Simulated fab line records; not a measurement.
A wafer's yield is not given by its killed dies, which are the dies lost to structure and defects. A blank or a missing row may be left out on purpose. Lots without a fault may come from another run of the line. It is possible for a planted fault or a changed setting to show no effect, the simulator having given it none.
fab line records | flow sfq-line
record: lots: 14 wafers: 40 last-day: 83
route steps=325 shown L0V@16
lots that met no fault: taken from a fault-free run of the same line
start-h: start of the lot's first displayed wafer, in hours after the record's first day | wait-h: time in hours since the lot's previous step | " the same as in the row above | L1.1+2: a single row standing in for several wafers | - no value present, or no start provided | * or withheld: withheld | < > ~ a bound
route shown NAME@n: names a module that has steps shown in the file, with the first one's number in the route | usual: average and standard deviation across the fault-free wafers | same: alike in all rows | chamber/n: place in a boat | sites: readings site by site | _std_site: their standard deviation | _edge_site: outer sites' mean less inner sites' | radius-mm: how far each site lies from the wafer's centre | mask NAME#n: copy n | behind: the last tool/chamber to shape the wafer | hold: cause of the lot's hold/its duration in hours/its outcome | device: which transistor (n, p or np) failed to switch | end of line: the tests these same wafers got at the end of their route | a step with no rows: only its recipe | killed: the dies lost at the first sort to structure and to defects; this is not the yield of the wafer | map: dies across one wafer; x = killed, . = not, _ = none there
set.NAME: the setting that was run; set.NAME@STEP: the one run at that earlier step | model.NAME: the simulator's own value behind a step, which no gauge read
the route's steps for a sample of lots (tables are steps, rows are wafers)
services: when a tool's chamber went out of use (start-h, in hours from the record's first day, below 0 if earlier), for how many hours, and the reason
== steps ==
step: SFQ_TRILAYER_L0_CAP_PECVD_011
recipe: material: SiO2 temp-c: 150 time-s: 13.333 pressure-torr: 2.4 rf-w: 183.3 precursor: SiH4/N2O target-thk-nm: 60
usual: heater-power-w: 93/16 throttle-valve-pct: 24.1/1.2
columns lot.wafer tool chamber start-h wait-h heater-power-w since-wet-clean-h throttle-valve-pct
L240.1 pecvd-01 1 81.12 0.0 109 995 25.7
L240.4 " 1 " " 110 - 25.8
L240.6 " 2 " " 85 - 25.2
L241.1 pecvd-04 0 87.11 0.0 98 248 22.5
L241.5 " 0 " " 100 - 22.8
L241.6 " 1 " " 102 - 23.1
L242.2 pecvd-01 0 91.91 0.0 74 1006 25.4
L242.3 " 1 " " 110 1006 25.9
L242.6 " 0 " " 71 - 25.0
L243.3 pecvd-04 1 96.71 0.0 116 258 23.0
L243.5 " 2 " " 107 - 23.7
L243.6 " 0 " " 92 - 22.8
L248.2 pecvd-04 0 121.91 0.0 96 283 22.7
L248.6 " 1 " " 114 - 23.1
L252.3 pecvd-04 2 144.71 0.0 91 306 23.7
L252.6 " 1 " " 100 - 23.1
L253.1 pecvd-01 1 151.91 0.0 117 1066 25.8
L253.2 " 2 " " 76 1066 25.3
L253.5 " 1 " " 117 - 25.8
L254.3 pecvd-02 0 159.11 0.0 85 704 24.9
L254.4 " 0 " " 84 - 24.3
L254.6 " 2 " " 81 - 24.8
L256.1 pecvd-02 0 173.51 0.0 83 718 24.7
L256.2 " 2 " " 70 718 24.7
L256.5 " 1 " " 79 - 22.6
L257.1 pecvd-01 0 180.71 0.0 70 1095 25.1
L257.2 " 1 " " 126 1095 25.7
L257.5 " 2 " " 85 - 25.2
L258.1 pecvd-02 1 189.97 0.0 87 735 22.3
L258.5 " 1 " " 85 - 22.2
L258.6 " 0 " " 76 - 24.7
L261.3 pecvd-04 2 218.51 0.0 99 380 23.8
L261.4 " 2 " " 100 - 23.9
L261.5 " 1 " " 111 - 23.4
L262.2 pecvd-01 0 224.51 0.0 77 1139 25.2
L262.4 " 2 " " 81 - 25.5
L262.6 " 0 " " 79 - 25.1
L263.1 pecvd-04 0 228.11 0.0 101 389 23.3
L263.3 " 2 " " 103 389 24.1
L263.5 " 0 " " 104 - 23.4
step: SFQ_TRILAYER_L0_VIA_ETCH_VIA_ETCH_016
recipe: target: SiO2 stop-on: MoNx_KI mask-material: PR chemistry: CHF3 target-depth-nm: 80 source-w: 500 bias-w: 80 pressure-mtorr: 30 time-s: withheld
usual: bias-w: 79.97/0.26 drypump-motor-current-A: 5.8/0.35 oes-product-au: 0.841/0.0078
columns lot.wafer tool chamber start-h wait-h bias-w drypump-motor-current-A oes-product-au
L240.1 rie-diel-01 3 154.70 0.0 80.12 5.9 0.842
L240.4 " 2 " " 80.23 6.0 0.837
L240.6 " 2 " " 80.15 6.0 0.850
L241.1 rie-diel-04 3 163.10 0.0 80.03 5.6 0.839
L241.5 " 2 " " 79.70 6.0 0.830
L241.6 " 3 " " 79.75 5.6 0.850
L242.2 rie-diel-03 3 171.50 0.0 80.25 5.2 0.842
L242.3 " 0 " " 80.28 5.3 0.836
L242.6 " 0 " " 80.00 5.3 0.850
L243.3 rie-diel-03 2 177.50 0.0 79.76 5.7 0.842
L243.5 " 1 " " 79.89 6.7 0.837
L243.6 " 2 " " 79.94 5.7 0.838
L248.2 rie-diel-01 0 221.80 0.0 79.60 6.0 0.875
L248.6 " 0 " " 79.54 6.0 0.857
L252.3 rie-diel-01 1 246.66 0.0 80.02 5.4 0.865
L252.6 " 2 " " 79.72 6.0 0.860
L253.1 rie-diel-04 0 252.66 0.0 79.92 5.2 0.829
L253.2 " 2 " " 79.72 6.0 0.843
L253.5 " 2 " " 79.87 6.0 0.837
L254.3 rie-diel-04 0 264.02 0.0 80.05 5.1 0.829
L254.4 " 1 " " 79.64 6.0 0.846
L254.6 " 1 " " 79.46 6.0 0.855
L256.1 rie-diel-01 3 273.62 0.0 79.88 5.9 0.827
L256.2 " 1 " " 79.66 5.4 0.843
L256.5 " 0 " " 80.23 6.0 0.839
L257.1 rie-diel-04 2 282.14 0.0 80.12 6.1 0.843
L257.2 " 1 " " 79.97 6.0 0.821
L257.5 " 1 " " 80.11 6.0 0.839
L258.1 rie-diel-01 1 289.89 0.0 80.24 5.4 0.850
L258.5 " 1 " " 79.83 5.4 0.851
L258.6 " 2 " " 80.10 6.1 0.835
L261.3 rie-diel-01 2 312.67 0.0 80.68 6.0 0.835
L261.4 " 2 " " 80.39 6.1 0.836
L261.5 " 3 " " 80.06 5.9 0.851
L262.2 rie-diel-04 3 319.87 0.0 80.24 5.6 0.841
L262.4 " 1 " " 79.96 6.0 0.852
L262.6 " 2 " " 79.90 6.1 0.842
L263.1 rie-diel-01 3 327.07 0.0 80.42 5.9 0.840
L263.3 " 0 " " 79.99 6.0 0.849
L263.5 " 0 " " 79.73 6.0 0.850
== services ==
columns tool chamber start-h hours kind
rie-diel-03 1 78.65 8.7 repair
rie-diel-01 1 83.97 10.3 repair
pecvd-01 1 106.02 6.0 repair
pecvd-02 - 114.70 3.0 repair
pecvd-04 0 124.30 5.2 repair
pecvd-04 - 128.36 9.3 repair
rie-diel-04 0 161.52 20.5 repair
rie-diel-01 0 203.65 8.6 repair
rie-diel-01 2 206.35 21.2 repair
rie-diel-04 1 210.80 6.2 repair
rie-diel-04 0 213.55 3.0 repair
pecvd-02 - 225.86 2.8 pm
pecvd-02 - 236.41 28.1 pm
rie-diel-04 0 245.86 4.0 repair
rie-diel-03 0 246.31 6.7 repair
rie-diel-04 0 277.95 7.9 repair
rie-diel-04 2 279.06 1.4 repair
pecvd-01 - 290.83 2.8 pm
rie-diel-01 - 292.60 0.1 repair
rie-diel-01 0 298.58 - clean
rie-diel-01 0 298.58 16.5 scheduled-down
rie-diel-03 2 307.62 3.7 repair
rie-diel-04 0 318.25 11.6 repair
rie-diel-04 - 322.06 2.3 repair
== key ==
first-sign: step: SFQ_TRILAYER_L0_VIA_ETCH_VIA_ETCH_016 reading: oes-product-au direction: up sigmas: 3.7 usual: 0.841 struck: 0.870
effect none on later readings
met-at SFQ_TRILAYER_L0_CAP_PECVD_011
struck-lots L248,L252
struck-wafers L248.2,L252.3
onset-between 96.71 121.91
fault: kind: process-parameter-drift tool: pecvd-04 chamber: - onset-h: 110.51 steps: SFQ_TRILAYER_L0_CAP_PECVD_011 channel: time-s offset: * shape: step end-h: 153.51 scope: struck-wafers-only acts-in: * stated: *
